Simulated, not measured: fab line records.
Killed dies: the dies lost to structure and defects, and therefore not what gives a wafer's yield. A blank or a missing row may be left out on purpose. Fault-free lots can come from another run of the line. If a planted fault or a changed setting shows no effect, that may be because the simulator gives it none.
fab line records	flow gf180mcu
[record] lots = 11	wafers = 33	last_day = 34
route steps=602 shown V3@431 M4@462
lots untouched by any fault: they come from a run of this same line in which no faults occurred
start_h: start of the lot's first displayed wafer, in hours after the record's first day	wait_h: how many hours have passed since the lot's step before this one	" as in the row above	L1.1+2: a row that stands for several wafers	- no value, or no start given	* or withheld: withheld	< > ~ a bound
route shown NAME@n: a module of which the file shows steps, and the number in the route of the first	usual: mean/standard deviation taken from wafers without a fault	same: alike in all rows	chamber/n: place in a boat	sites: the reading at each site	_std_site: their standard deviation	_edge_site: the outer-site mean with the inner-site mean subtracted	radius_mm: how far each site lies from the wafer's centre	mask NAME#n: copy n	behind: the last tool/chamber to shape the wafer	hold: what put the lot on hold/how long, in hours/how the hold closed	device: whichever transistor did not switch (one of n, p or np)	end of line: the tests these same wafers got at the end of their route	a step with no rows: only its recipe	killed: dies that structure and defects cost at the first sort, which is not the same as the wafer's yield	map: the dies of a wafer, with x for killed, . for not killed, _ for no die there
set.NAME: the setting as run; set.NAME@STEP: as run at that earlier step	model.NAME: the simulator's own value behind a step, which no gauge read
steps of the route over a sample of lots; a table a step, a row a wafer
services: when a tool's chamber went out of use (start_h, in hours from the record's first day, below 0 if earlier), for how many hours, and the reason
[[steps]]
[step GF_V3_CVD_02]
[recipe] material = SiO2	target_thk_nm = 850	precursor = TEOS	temp_c = 400	time_s = 94.851	rf_w = 600
[usual] heater_power_w = 610/150
lot.wafer	tool	chamber	start_h	wait_h	heater_power_w
L127.3	pecvd-01	0	490.12	0.0	523
L127.5	"	1	"	"	703
L127.6	"	2	"	"	441
L128.1	pecvd-04	1	499.93	0.1	425
L128.4	"	2	"	"	524
L128.5	"	1	"	"	481
L131.2	pecvd-01	1	528.60	0.0	606
L131.5	"	0	"	"	545
L131.6	"	2	"	"	506
L132.1	pecvd-01	2	536.40	0.1	578
L132.5	"	2	"	"	456
L132.6	"	1	"	"	570
L135.1	pecvd-03	1	566.20	0.1	498
L135.5	"	1	"	"	540
L135.6	"	2	"	"	908
L136.3	pecvd-01	2	569.08	0.0	470
L136.5	"	2	"	"	514
L136.6	"	1	"	"	659
L146.1	pecvd-01	1	641.65	0.1	630
L146.3	"	2	"	"	484
L146.4	"	2	"	"	522
L147.2	pecvd-04	1	648.52	0.0	496
L147.3	"	0	"	"	531
L147.5	"	2	"	"	616
L148.1	pecvd-03	1	655.72	0.1	504
L148.5	"	0	"	"	879
L148.6	"	1	"	"	537
L149.4	pecvd-04	2	665.05	0.1	648
L149.5	"	1	"	"	384
L149.6	"	0	"	"	529
L150.2	pecvd-04	2	668.95	0.0	619
L150.5	"	0	"	"	475
L150.6	"	2	"	"	667
[step GF_V3_SPUTTER_22]
[recipe] material = TiN	target_thk_nm = 10	chamber_pressure_pa = 5	power_w = 4000	time_s = 40
[usual] throttle_valve_pct = 29.8/0.69
lot.wafer	tool	chamber	start_h	wait_h	throttle_valve_pct
L127.3	pvd_sputter-04	-	515.58	0.0	30.3
L127.5	"	-	"	"	30.4
L127.6	"	-	"	"	30.1
L128.1	pvd_sputter-01	-	525.08	0.0	29.7
L128.4	"	-	"	"	31.1
L128.5	"	-	"	"	29.2
L131.2	pvd_sputter-04	-	552.03	0.0	30.2
L131.5	"	-	"	"	30.0
L131.6	"	-	"	"	30.3
L132.1	pvd_sputter-03	-	560.12	0.0	29.3
L132.5	"	-	"	"	30.9
L132.6	"	-	"	"	29.5
L135.1	pvd_sputter-01	-	589.03	0.0	29.5
L135.5	"	-	"	"	30.8
L135.6	"	-	"	"	29.6
L136.3	pvd_sputter-01	-	592.18	0.0	30.9
L136.5	"	-	"	"	30.9
L136.6	"	-	"	"	29.4
L146.1	pvd_sputter-04	-	662.02	0.0	30.2
L146.3	"	-	"	"	30.4
L146.4	"	-	"	"	28.7
L147.2	pvd_sputter-01	-	669.64	0.0	29.6
L147.3	"	-	"	"	30.9
L147.5	"	-	"	"	29.6
L148.1	pvd_sputter-03	-	676.83	0.0	29.6
L148.5	"	-	"	"	29.5
L148.6	"	-	"	"	29.1
L149.4	pvd_sputter-03	-	685.20	0.0	29.3
L149.5	"	-	"	"	29.5
L149.6	"	-	"	"	31.0
L150.2	pvd_sputter-01	-	689.32	0.0	29.5
L150.5	"	-	"	"	29.7
L150.6	"	-	"	"	30.8
[step GF_V3_CVD_23]
[recipe] material = W	target_thk_nm = 350	time_s = 104.9	temp_c = 400	pressure_torr = 40
[usual] chamber_pressure_Torr = 40.00/0.093	heater_power_w = 881/120
lot.wafer	tool	chamber	start_h	wait_h	chamber_pressure_Torr	heater_power_w
L127.3	cvd_w-01	0	515.66	0.1	39.99	824
L127.5	"	1	"	"	39.95	1006
L127.6	"	0	"	"	39.99	833
L128.1	cvd_w-01	0	525.12	0.0	40.01	829
L128.4	"	1	"	"	39.87	1016
L128.5	"	1	"	"	40.02	982
L131.2	cvd_w-02	0	552.07	0.0	39.93	956
L131.5	"	1	"	"	39.86	675
L131.6	"	0	"	"	40.00	969
L132.1	cvd_w-01	0	560.16	0.0	40.01	821
L132.5	"	0	"	"	39.99	812
L132.6	"	1	"	"	39.82	957
L135.1	cvd_w-02	0	589.07	0.0	39.93	978
L135.5	"	1	"	"	39.97	669
L135.6	"	0	"	"	40.04	954
L136.3	cvd_w-01	1	592.26	0.1	40.11	1010
L136.5	"	0	"	"	39.98	813
L136.6	"	1	"	"	40.08	999
L146.1	cvd_w-02	1	662.06	0.0	40.05	687
L146.3	"	1	"	"	40.06	681
L146.4	"	0	"	"	39.74	1027
L147.2	cvd_w-01	0	669.68	0.0	40.19	863
L147.3	"	0	"	"	40.05	842
L147.5	"	0	"	"	40.08	834
L148.1	cvd_w-02	0	676.87	0.0	39.92	998
L148.5	"	0	"	"	39.85	980
L148.6	"	1	"	"	40.00	691
L149.4	cvd_w-01	0	685.27	0.1	39.89	823
L149.5	"	1	"	"	40.09	1023
L149.6	"	0	"	"	39.96	828
L150.2	cvd_w-01	0	689.36	0.0	39.87	848
L150.5	"	1	"	"	40.11	1013
L150.6	"	0	"	"	40.03	849
[step GF_V3_RS_MEAS_24]
[recipe] thk_meas_gauge = four-point-probe	reads = W_of_V3_CVD_23+TiN_of_V3_SPUTTER_22+Ti_of_V3_SPUTTER_21
[usual] V3_W_RS = 0.327/0.0034
lot.wafer	tool	chamber	start_h	wait_h	V3_W_RS[ohm/sq]
L127.3	film_metro-02	-	515.77	0.1	0.328
L127.5	"	-	"	"	0.325
L127.6	"	-	"	"	0.327
L128.1	film_metro-02	-	525.23	0.1	0.325
L128.4	"	-	"	"	0.326
L128.5	"	-	"	"	0.320
L131.2	film_metro-02	-	552.20	0.1	0.329
L131.5	"	-	"	"	0.328
L131.6	"	-	"	"	0.327
L132.1	film_metro-02	-	560.27	0.1	0.329
L132.5	"	-	"	"	0.330
L132.6	"	-	"	"	0.330
L135.1	film_metro-01	-	589.18	0.1	0.324
L135.5	"	-	"	"	0.321
L135.6	"	-	"	"	0.326
L136.3	film_metro-02	-	592.37	0.1	0.323
L136.5	"	-	"	"	0.798
L136.6	"	-	"	"	0.327
L146.1	film_metro-01	-	662.17	0.1	0.324
L146.3	"	-	"	"	0.323
L146.4	"	-	"	"	0.327
L147.2	film_metro-02	-	669.81	0.1	0.331
L147.3	"	-	"	"	0.332
L147.5	"	-	"	"	0.328
L148.1	film_metro-01	-	676.98	0.1	0.323
L148.5	"	-	"	"	0.326
L148.6	"	-	"	"	0.322
L149.4	film_metro-02	-	685.41	0.1	0.328
L149.5	"	-	"	"	0.328
L149.6	"	-	"	"	0.333
L150.2	film_metro-04	-	689.49	0.1	0.329
L150.5	"	-	"	"	0.327
L150.6	"	-	"	"	0.326
[step GF_V3_THK_MEAS_25]
[recipe] thk_meas_gauge = xrf	reads = W_of_V3_CVD_23
[usual] V3_W_THK = 345/4.1
lot.wafer	tool	chamber	start_h	wait_h	V3_W_THK[nm]
L127.3	film_metro-02	-	515.87	0.1	347
L127.5	"	-	"	"	349
L127.6	"	-	"	"	348
L128.1	film_metro-02	-	525.35	0.1	353
L128.4	"	-	"	"	349
L128.5	"	-	"	"	356
L131.2	film_metro-02	-	552.31	0.1	345
L131.5	"	-	"	"	344
L131.6	"	-	"	"	350
L132.1	film_metro-02	-	560.39	0.1	346
L132.5	"	-	"	"	345
L132.6	"	-	"	"	346
L135.1	film_metro-01	-	589.30	0.1	343
L135.5	"	-	"	"	348
L135.6	"	-	"	"	340
L136.3	film_metro-02	-	592.47	0.1	353
L136.5	"	-	"	"	145
L136.6	"	-	"	"	347
L146.1	film_metro-01	-	662.29	0.1	344
L146.3	"	-	"	"	346
L146.4	"	-	"	"	343
L147.2	film_metro-02	-	669.92	0.1	346
L147.3	"	-	"	"	343
L147.5	"	-	"	"	349
L148.1	film_metro-01	-	677.10	0.1	346
L148.5	"	-	"	"	345
L148.6	"	-	"	"	351
L149.4	film_metro-02	-	685.50	0.1	342
L149.5	"	-	"	"	344
L149.6	"	-	"	"	335
L150.2	film_metro-04	-	689.60	0.1	345
L150.5	"	-	"	"	348
L150.6	"	-	"	"	350
[step GF_V3_CMP_26]
[recipe] stop_on = SiO2	down_force_psi = 3.5	platen_rpm = 60	t_overpolish_s = 15	target_thk_nm = 0	pad_velocity_m_s = 0.94248
[usual] motor_current_A = 11.1/1.3	retaining_ring_pressure_frac = 1.000/0.0047	time_to_endpoint_s = 85/3.5
lot.wafer	tool	chamber	start_h	wait_h	motor_current_A	retaining_ring_pressure_frac	time_to_endpoint_s
L127.3	cmp-02	1	515.91	0.0	10.3	0.999	82
L127.6	"	1	"	"	10.1	1.005	83
L127.5	"	2	"	"	10.6	0.995	86
L128.4	cmp-02	3	525.41	0.0	10.4	1.007	78
L128.1	"	1	"	"	10.2	1.006	83
L128.5	"	0	"	"	12.7	1.001	82
L131.2	cmp-02	3	552.51	0.2	10.2	0.993	82
L131.5	"	0	"	"	13.2	1.003	81
L131.6	"	1	"	"	10.0	0.998	82
L132.1	cmp-01	2	560.55	0.1	10.5	1.001	91
L132.5	"	0	"	"	10.0	0.998	93
L132.6	"	1	"	"	10.4	1.002	90
L135.1	cmp-01	1	589.36	0.1	10.8	1.005	87
L135.6	"	1	"	"	10.0	1.004	83
L135.5	"	2	"	"	10.1	0.994	83
L136.3	cmp-01	1	592.56	0.1	10.2	0.998	84
L136.5	"	0	"	"	9.4	1.001	38
L136.6	"	1	"	"	10.7	1.005	85
L146.3	cmp-02	1	662.40	0.1	10.1	0.996	86
L146.4	"	2	"	"	11.2	1.001	90
L146.1	"	3	"	"	10.2	1.007	82
L147.2	cmp-01	1	669.97	0.0	10.7	1.006	82
L147.3	"	2	"	"	9.7	1.002	83
L147.5	"	1	"	"	10.7	1.007	83
L148.1	cmp-01	2	677.31	0.2	10.0	1.001	87
L148.5	"	3	"	"	13.5	1.003	83
L148.6	"	0	"	"	10.1	1.000	90
L149.4	cmp-02	2	685.53	0.0	10.9	1.005	84
L149.6	"	2	"	"	11.9	0.998	86
L149.5	"	3	"	"	10.3	0.998	80
L150.2	cmp-02	2	689.70	0.1	11.8	1.004	85
L150.6	"	1	"	"	10.4	0.997	85
L150.5	"	2	"	"	11.9	0.998	85
[step GF_M4_THK_MEAS_06]
[recipe] thk_meas_gauge = xrf	reads = AlCu_of_M4_SPUTTER_02
[usual] M4_ALCU_THK = 446/5.4
lot.wafer	tool	chamber	start_h	wait_h	M4_ALCU_THK[nm]
L127.3	film_metro-01	-	516.58	0.1	450
L127.5	"	-	"	"	454
L127.6	"	-	"	"	451
L128.1	film_metro-02	-	526.05	0.1	438
L128.4	"	-	"	"	438
L128.5	"	-	"	"	445
L131.2	film_metro-02	-	553.01	0.1	453
L131.5	"	-	"	"	447
L131.6	"	-	"	"	450
L132.1	film_metro-02	-	561.09	0.1	452
L132.5	"	-	"	"	449
L132.6	"	-	"	"	449
L135.1	film_metro-01	-	590.00	0.1	449
L135.5	"	-	"	"	453
L135.6	"	-	"	"	448
L136.3	film_metro-02	-	593.17	0.1	448
L136.5	"	-	"	"	450
L136.6	"	-	"	"	443
L146.1	film_metro-03	-	664.03	0.1	447
L146.3	"	-	"	"	446
L146.4	"	-	"	"	443
L147.2	film_metro-03	-	670.62	0.1	442
L147.3	"	-	"	"	449
L147.5	"	-	"	"	450
L148.1	film_metro-01	-	677.80	0.1	448
L148.5	"	-	"	"	443
L148.6	"	-	"	"	440
L149.4	film_metro-02	-	686.20	0.1	439
L149.5	"	-	"	"	437
L149.6	"	-	"	"	445
L150.2	film_metro-02	-	690.30	0.1	447
L150.5	"	-	"	"	447
L150.6	"	-	"	"	450
[[services]]
tool	chamber	start_h	hours	kind
cmp-01	-	477.91	0.9	repair
cmp-02	-	486.00	7.8	pm
pvd_sputter-01	-	489.34	14.7	repair
pecvd-01	-	497.71	6.0	pm
cvd_w-02	-	498.54	0.9	repair
pvd_sputter-04	-	549.36	1.3	repair
cmp-02	-	553.18	1.6	repair
pecvd-03	-	559.60	5.5	pm
cmp-01	-	565.85	0.8	repair
cmp-01	-	572.18	4.0	pm
pvd_sputter-01	2	573.43	-	consumable_replace:kit
pvd_sputter-01	2	573.43	18.0	scheduled_down
pvd_sputter-01	2	573.43	18.0	vent_cycle
cmp-01	-	576.18	-	consumable_replace:conditioner
cmp-01	-	576.18	-	consumable_replace:pad
cmp-02	-	577.55	0.8	repair
pecvd-04	-	589.82	1.1	repair
pvd_sputter-03	2	600.72	-	consumable_replace:kit
pvd_sputter-03	2	600.72	18.0	scheduled_down
pvd_sputter-03	2	600.72	18.0	vent_cycle
pecvd-03	1	626.78	15.3	repair
cmp-01	-	647.93	2.7	pm
cmp-02	-	649.32	9.6	repair
pvd_sputter-01	-	650.81	1.4	repair
[[key]]
[first_sign] step = GF_V3_RS_MEAS_24	reading = V3_W_RS	direction = up	sigmas = 99+	usual = 0.327	struck = 0.798
[effect] step = GF_V3_THK_MEAS_25	reading = V3_W_THK	direction = down	sigmas = 48	usual = 345	struck = 145
[effect] step = GF_V3_CMP_26	reading = time_to_endpoint_s	direction = down	sigmas = 13	usual = *	struck = *
met_at GF_V3_CVD_23
struck_lots L136
struck_wafers L136.5
not_acting_at GF_V3_CVD_02,GF_V3_SPUTTER_22,GF_M4_THK_MEAS_06
onset_between 560.16 592.26
[fault] kind = process_parameter_drift	tool = cvd_w-01	chamber = -	onset_h = 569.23	steps = GF_V3_CVD_23	channel = target_thk_nm	offset = -199.51	shape = step	end_h = 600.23	scope = struck_wafers_only	acts_in = these_recipes_only	stated = 350
